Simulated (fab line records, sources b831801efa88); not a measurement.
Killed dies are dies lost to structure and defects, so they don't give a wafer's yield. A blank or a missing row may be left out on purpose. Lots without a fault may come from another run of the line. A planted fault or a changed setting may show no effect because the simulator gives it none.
A struck lot beside a sound one | flow sky130 | 15 steps out of a route of 708
Sound: wafers L726.1, L726.5, L726.6. Struck: wafer L738.4. (L738.2, L738.5 of the same lot were not struck and are left out.) The cause comes at the end.
At each step with rows: each side's tool, then ch and its chambers, then its first start. Under that, the readings that differ: sound wafers | struck wafers | difference of the means | sigmas: that difference in standard deviations of wafers without a fault.
alike: readings whose means differ by less than 2 such deviations, and words and numbers that are the same on both sides. not compared: withheld readings, readings that some wafer has no value for, bounds like >300 that may hide the same value, and numbers for which the record gives no deviation and whose values overlap.
The two part at a step that has a row with sigmas, a row that says differs or no value, or rows on one side only. Numbers that don't overlap but have no deviation are shown without sigmas and don't part them. A reading that every wafer of one side lacks parts them only if that side has two wafers or more.

first, 8 steps without rows for these wafers: SKY_POLY_GATE_DEHYDRATE_05 (time 60 s); SKY_POLY_GATE_HMDS_06 (prime time 60 s); SKY_POLY_GATE_COAT_07 (resist thk 110 nm); SKY_POLY_GATE_COAT_08 (resist thk 450 nm); SKY_POLY_GATE_SOFTBAKE_09 (time 90 s); SKY_POLY_GATE_EXPOSE_10 (exposes mask P1M, target cd 150 nm); SKY_POLY_GATE_PEB_11; SKY_POLY_GATE_DEVELOP_12 (develop time 60 s).
SKY_POLY_GATE_CD_MEAS_13: target cd 150 nm.
  sound on cd_sem-01, day 16 13:22; struck on cd_sem-01, day 21 13:59
  reading    | sound             | struck | difference | sigmas
  cd_nm (nm) | 147.6 147.8 147.6 | 150.4  | +2.7       | +2
SKY_POLY_GATE_OVL_MEAS_14:
  sound on overlay-01, day 16 13:29; struck on overlay-01, day 21 14:05
  alike: POLY_GATE_OVL
SKY_POLY_GATE_ETCH_15: etches BARC in N2/H2, stops on SiO2, time 118.5 s, target depth 110 nm.
  sound on rie_diel-03 ch 0,1,3, day 16 13:31; struck on rie_diel-02 ch 1, day 21 14:07
  alike: drypump_motor_current_A, n2_flow_sccm, oes_product_au, run_length_s, throttle_valve_pct
  not compared: rf_hours_counter_h
SKY_POLY_GATE_ETCH_16: etches Si3N4 in CH3F/O2, stops on poly-Si, time 147.5 s, target depth 75 nm.
  sound on rie_diel-03 ch 0,1,3, day 16 13:37; struck on rie_diel-02 ch 1, day 21 14:12
  alike: ch3f_flow_sccm, drypump_motor_current_A, oes_product_au, run_length_s, throttle_valve_pct
  not compared: rf_hours_counter_h
SKY_POLY_GATE_ETCH_17: etches poly-Si in HBr/Cl2, stops on SiO2, target depth 180 nm, time 70.5 s.
  sound on rie_si-01 ch 0,2,3, day 16 13:42; struck on rie_si-01 ch 3, day 21 14:18
  reading                                          | sound             | struck | difference | sigmas
  oes_product_au (a.u.)                            | 1.004 0.984 0.986 | 1.017  | +0.026     | +4
  run_length_s (s)                                 | 98.7 99.0 98.6    | 87.1   | -11.7      | -27
  model.etch.depth_nm (nm)                         | 179.2 179.7 178.9 | 155.1  | -24.2      |
  model.POLY_GATE.feature_depth_nm (nm)            | 179.2 179.7 178.9 | 155.1  | -24.2      |
  model.KrF-thick_of_POLY_GATE_COAT_08.thk_nm (nm) | 134.6 138.4 136.7 | 151.3  | +14.7      |
  alike: drypump_motor_current_A, throttle_valve_pct
  not compared: rf_hours_counter_h
SKY_POLY_GATE_STRIP_18: strips in O2/N2.
  sound on plasma_asher-02 ch 0,1, day 16 13:46; struck on plasma_asher-02 ch 0, day 21 14:22
  reading                      | sound             | struck | difference | sigmas
  n2_flow_sccm (sccm)          | 300.7 299.8 301.1 | 298.8  | -1.7       | -2
  strip_time_to_endpoint_s (s) | 3.12 3.15 3.15    | 3.30   | +0.16      | +5
  alike: drypump_motor_current_A, oes_product_au
  not compared: rf_hours_counter_h
then, 1 step without rows for these wafers: SKY_POLY_GATE_CLEAN_19 (cleans in SC1/SC2, time 150 s).

WHERE THEY PART
First at SKY_POLY_GATE_CD_MEAS_13; last, within this record, at SKY_POLY_GATE_STRIP_18.

WHY: what the simulator had put in
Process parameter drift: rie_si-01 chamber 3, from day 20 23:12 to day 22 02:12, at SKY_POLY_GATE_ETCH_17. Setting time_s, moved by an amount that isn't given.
